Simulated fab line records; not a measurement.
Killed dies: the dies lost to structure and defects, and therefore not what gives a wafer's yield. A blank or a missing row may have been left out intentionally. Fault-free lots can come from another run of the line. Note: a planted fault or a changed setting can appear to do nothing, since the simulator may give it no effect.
Chamber matching ; flow sky130 ; SKY_POLY_CUT_ETCH_11 on rie-diel-01: 4 sister chambers
The step etches Si3N4 in CF4/CH2F2/Ar, stops on poly-Si, time 42.5 s, target depth 60 nm. 14 wafers are shown with their chamber, then 7 later ones without.

## EACH WAFER AND ITS CHAMBER
wafer;chamber;rf-fwd-power-W (W);throttle-valve-pct (%);bias-w (W)
L645.2;0;592.8;15.000;151.4
L645.3;3;593.5;15.001;150.1
L645.4;2;593.6;14.989;150.4
L648.2;1;591.8;15.002;150.0
L648.3;3;590.6;14.980;149.6
L648.4;0;593.2;14.989;149.6
L653.3;1;592.1;14.996;149.9
L653.4;2;591.1;14.974;149.9
L653.6;0;594.8;14.990;150.0
L659.2;2;595.4;14.994;149.4
L659.4;3;588.0;15.003;150.0
L659.5;0;592.8;15.005;150.0
L663.2;1;588.2;14.984;149.9
L663.3;3;588.9;14.987;150.0

SIGNATURES, as means of the wafers listed above
reading;chamber 0;chamber 1;chamber 2;chamber 3;scatter within a chamber
rf-fwd-power-W;593.400;590.700;593.367;590.250;1.98
throttle-valve-pct;14.99600;14.99400;14.98567;14.99275;0.00967
bias-w;150.250;149.933;149.900;149.925;0.502
Rule: a wafer lies at a distance from a chamber equal to the root of the sum of squares, over the readings, of (its reading less the chamber's mean, divided by the reading's scatter). The wafer belongs to the nearest chamber; if the next one is less than 2 further off, it can't be placed. The scatter: take each reading less its chamber's mean, square it, sum over the shown wafers, divide by the number of wafers less the number of chambers, and take the root.

## WAFERS WITH NO CHAMBER GIVEN
wafer;rf-fwd-power-W (W);throttle-valve-pct (%);bias-w (W)
L663.4;588.0;15.010;150.3
L666.1;592.5;14.980;148.8
L666.4;589.6;14.989;150.8
L666.5;593.8;14.996;149.8
L667.1;591.4;14.998;150.0
L667.2;592.5;14.973;149.7
L667.5;591.7;14.993;150.0

## WHICH CHAMBER EACH ONE RAN IN
wafer;from the rows above;in truth
L663.4;can't be placed: 3 or 1 or 0 or 2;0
L666.1;can't be placed: 2 or 1 or 3 or 0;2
L666.4;can't be placed: 3 or 1 or 0 or 2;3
L666.5;can't be placed: 0 or 2 or 1 or 3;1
L667.1;can't be placed: 1 or 3 or 0 or 2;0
L667.2;can't be placed: 2 or 3 or 1 or 0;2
L667.5;can't be placed: 1 or 3 or 0 or 2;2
Correct placement for 0 of the 7. Unplaceable from these rows: 7, with the true chamber sitting among the candidates in 7. Number placed wrongly: 0.
